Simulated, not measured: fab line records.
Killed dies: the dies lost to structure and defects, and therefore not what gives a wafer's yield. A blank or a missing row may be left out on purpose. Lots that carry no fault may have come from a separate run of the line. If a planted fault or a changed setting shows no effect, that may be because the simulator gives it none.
Which tool is to blame? | flow gf180mcu | 11 lots with 33 wafers sampled at 6 steps, on a route of 602 steps

## WHAT THE GAUGES READ, wafer by wafer
GF_MVPSD_TW_MEAS_11.
lot  | measured     | on           | MVPSD_TW
L191 | day 5 00:26  | filmMetro-01 | 545 550 548
L194 | day 5 16:28  | filmMetro-04 | 548 543 544
L195 | day 6 02:26  | filmMetro-01 | 548 547 548
L196 | day 6 05:25  | filmMetro-02 | 558 557 557
L199 | day 7 03:50  | filmMetro-01 | 547 548 547
L203 | day 8 02:11  | filmMetro-01 | 551 551 551
L205 | day 8 11:55  | filmMetro-04 | 542 547 545
L206 | day 8 18:11  | filmMetro-02 | 583 581 581 579 579 583
L208 | day 9 06:32  | filmMetro-04 | 546 542 546
L210 | day 9 19:31  | filmMetro-02 | 576 579 577 575 576 574
L211 | day 10 02:52 | filmMetro-01 | 550 551 546

GF_VT_IMPLANT_OVL_MEAS_18.
lot  | measured     | on         | VT_IMPLANT_01_OVL (nm)
L191 | day 6 04:23  | overlay-02 | 2.5 2.7 0.6
L194 | day 6 22:00  | overlay-02 | -0.3 -0.6 -1.4
L195 | day 7 09:03  | overlay-01 | 0.2 -1.1 -0.2
L196 | day 7 12:26  | overlay-02 | -1.2 -0.3 0.7
L199 | day 8 12:21  | overlay-01 | -1.8 1.1 -1.1
L203 | day 9 12:05  | overlay-01 | 0.4 -0.3 -0.5
L205 | day 9 22:20  | overlay-01 | -1.7 0.9 -0.9
L206 | day 10 04:26 | overlay-01 | 2.4 0.6 1.2
L208 | day 10 18:02 | overlay-01 | -0.3 0.8 2.2
L210 | day 11 07:26 | overlay-01 | 0.6 2.3 1.6
L211 | day 11 14:47 | overlay-02 | 1.5 0.3 -0.1

GF_VT_IMPLANT_RS_MEAS_49: a four-point-probe measurement.
lot  | measured     | on           | MVPSD_RS (ohm/sq)
L191 | day 7 12:59  | filmMetro-04 | 1168 1163 1170
L194 | day 8 05:54  | filmMetro-04 | 1169 1169 1169
L195 | day 8 18:08  | filmMetro-04 | 1169 1165 1168
L196 | day 8 22:24  | filmMetro-02 | 1168 1170 1173
L199 | day 9 23:26  | filmMetro-04 | 1168 1171 1166
L203 | day 10 23:26 | filmMetro-01 | 1165 1164 1168
L205 | day 11 11:28 | filmMetro-04 | 1172 1171 1174
L206 | day 11 17:56 | filmMetro-04 | 1089 1091 1088 1088 1093 1090
L208 | day 12 07:22 | filmMetro-04 | 1166 1167 1164
L210 | day 12 22:56 | filmMetro-01 | 1091 1092 1093 1094 1092 1092
L211 | day 13 07:06 | filmMetro-01 | 1169 1168 1167

## EACH LOT AND THE TOOL THAT RAN IT (in order: tool; ch and the chambers of the sampled wafers; start)
lot  | GF_STI_CMP_25                | GF_MVPSD_IMPLANT_08             | GF_VT_IMPLANT_STRIP_09
L191 | cmp-02 ch 0,2,3, day 2 04:53 | implanter-02 ch 0, day 5 00:02  | plasmaAsher-03 ch 0,1, day 5 14:40
L194 | cmp-01 ch 0,2,3, day 2 18:35 | implanter-02 ch 0, day 5 16:02  | plasmaAsher-01 ch 0,1, day 6 07:08
L195 | cmp-02 ch 0,1,2, day 3 01:37 | implanter-03 ch 0, day 6 02:02  | plasmaAsher-04 ch 0, day 6 17:44
L196 | cmp-01 ch 1,2,3, day 3 05:41 | implanter-02 ch 0, day 6 05:01  | plasmaAsher-04 ch 0,1, day 6 20:41
L199 | cmp-01 ch 0,1, day 3 23:44   | implanter-03 ch 0, day 7 03:28  | plasmaAsher-01 ch 0,1, day 7 20:09
L203 | cmp-01 ch 1,2,3, day 4 18:22 | implanter-02 ch 0, day 8 01:47  | plasmaAsher-01 ch 0,1, day 8 19:05
L205 | cmp-02 ch 0,2,3, day 5 03:14 | implanter-03 ch 0, day 8 11:32  | plasmaAsher-03 ch 0,1, day 9 04:43
L206 | cmp-02 ch 0,2,3, day 5 08:40 | implanter-02 ch 0, day 8 17:47  | plasmaAsher-01 ch 0,1, day 9 11:22
L208 | cmp-02 ch 0,3, day 5 18:55   | implanter-01 ch 0, day 9 06:09  | plasmaAsher-01 ch 1, day 9 23:52
L210 | cmp-01 ch 0,1,2, day 6 05:47 | implanter-02 ch 0, day 9 19:07  | plasmaAsher-01 ch 0,1, day 10 13:31
L211 | cmp-02 ch 0,2,3, day 6 12:50 | implanter-03 ch 0, day 10 02:28 | plasmaAsher-03 ch 0,1, day 10 20:31
- GF_STI_CMP_25: polishes, stops on Si3N4, t overpolish 33 s, target thk 524.6 nm.
- GF_MVPSD_IMPLANT_08
- GF_VT_IMPLANT_STRIP_09: strips in O2/N2.

## WHAT THE TOOLS THEMSELVES READ (means of the sampled wafers that have a number; where no wafer has one, the mark that the record gives instead)
GF_STI_CMP_25.
lot  | tool   | motorCurrentA (A) | overpolishRunS (s) | retainingRingPressureFrac | timeToEndpointS (s)
L191 | cmp-02 | 12.2              | 33.011             | 1.004                     | 135
L194 | cmp-01 | 12.5              | 32.991             | 1.000                     | 120
L195 | cmp-02 | 13.3              | 33.002             | 0.998                     | 128
L196 | cmp-01 | 13.3              | 32.993             | 1.003                     | 120
L199 | cmp-01 | 11.7              | 33.002             | 0.995                     | 114
L203 | cmp-01 | 13.3              | 32.999             | 1.003                     | 122
L205 | cmp-02 | 12.1              | 32.996             | 1.002                     | 120
L206 | cmp-02 | 12.2              | 33.000             | 0.998                     | 117
L208 | cmp-02 | 12.0              | 33.000             | 0.999                     | 112
L210 | cmp-01 | 12.4              | 33.005             | 0.996                     | 118
L211 | cmp-02 | 12.1              | 33.004             | 0.998                     | 119

GF_MVPSD_IMPLANT_08.
lot  | tool         | doseIonsCm2 | faradayCurrentUA
L191 | implanter-02 | 1.5004e+13  | 85.9
L194 | implanter-02 | 1.5022e+13  | 83.9
L195 | implanter-03 | 1.4996e+13  | 83.5
L196 | implanter-02 | 1.5015e+13  | 84.3
L199 | implanter-03 | 1.4991e+13  | 85.8
L203 | implanter-02 | 1.4964e+13  | 84.8
L205 | implanter-03 | 1.5007e+13  | 84.8
L206 | implanter-02 | 1.7185e+13  | 96.5
L208 | implanter-01 | 1.5020e+13  | 86.6
L210 | implanter-02 | 1.7177e+13  | 96.9
L211 | implanter-03 | 1.4988e+13  | 84.6

GF_VT_IMPLANT_STRIP_09.
lot  | tool           | drypumpMotorCurrentA (A) | heaterPowerW (W) | oesProductAu (a.u.) | stripTimeToEndpointS (s)
L191 | plasmaAsher-03 | 6.0                      | 281              | 0.717               | 12.67
L194 | plasmaAsher-01 | 5.9                      | 378              | 0.713               | 12.58
L195 | plasmaAsher-04 | 5.3                      | 311              | 0.724               | 12.60
L196 | plasmaAsher-04 | 5.5                      | 336              | 0.713               | 12.59
L199 | plasmaAsher-01 | 5.9                      | 384              | 0.719               | 12.63
L203 | plasmaAsher-01 | 5.3                      | 352              | 0.719               | 12.59
L205 | plasmaAsher-03 | 6.1                      | 290              | 0.709               | 12.56
L206 | plasmaAsher-01 | 5.3                      | 358              | 0.712               | 12.60
L208 | plasmaAsher-01 | 4.6                      | 319              | 0.712               | 12.61
L210 | plasmaAsher-01 | 5.3                      | 354              | 0.718               | 12.63
L211 | plasmaAsher-03 | 6.1                      | 278              | 0.718               | 12.62

## THE ANSWER, worked out from the rows above alone
Rule: the lots themselves supply what counts as usual. The widest of any qualifying gaps counts: lots, ordered by their means at a reading, are off when they make up no more than a third of the lots, leave a main group of 4 or more, and stand apart from it by 3 or more times the standard deviation of that group's means. Not used: any main group whose means are identical at the precision the tables above print for the reading. Also off: a lot with no number at a reading for which 4 or more lots have one. Where the step has rows for the other lots, those lots are counted as sound. Order of review: gauges by route order, followed by the tools' own readings, for which a lot's mean as printed above is used. The first step at which some lot is off is used, and at that step the reading that is off furthest; a lot without a number counts as furthest.
Off: at GF_MVPSD_TW_MEAS_11 (MVPSD_TW), L206, L210. The main group has a mean of 548 with a standard deviation of 3.8.
A tool fits if, at a process step before that reading, it ran every lot that is off, and no sound lot after the first of them. The gauges at GF_MVPSD_TW_MEAS_11 aren't tried: what is off there is off at GF_VT_IMPLANT_RS_MEAS_49 too, on other tools, and a gauge's error can't cause that. One candidate fits, namely implanter-02 at GF_MVPSD_IMPLANT_08. A fault onset in the window from L203 (day 8 01:47, its last sound lot) to L206 (day 8 17:47, its first lot off) fits.
The tool's own readings at GF_MVPSD_IMPLANT_08 bear it out: on the lots that are off they differ by more than 5 times the standard deviation of the sound lots' means. doseIonsCm2 reads 1.7181e+13 there against 1.5001e+13 on the sound lots; faradayCurrentUA reads 96.7 there against 84.9 on the sound lots.

## WHAT THE SIMULATOR PUT IN
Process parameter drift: implanter-02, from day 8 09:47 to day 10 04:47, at GF_MVPSD_IMPLANT_08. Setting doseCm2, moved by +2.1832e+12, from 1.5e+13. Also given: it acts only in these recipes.
Lots struck among those shown: L206, L210. This agrees with what the rule above found.
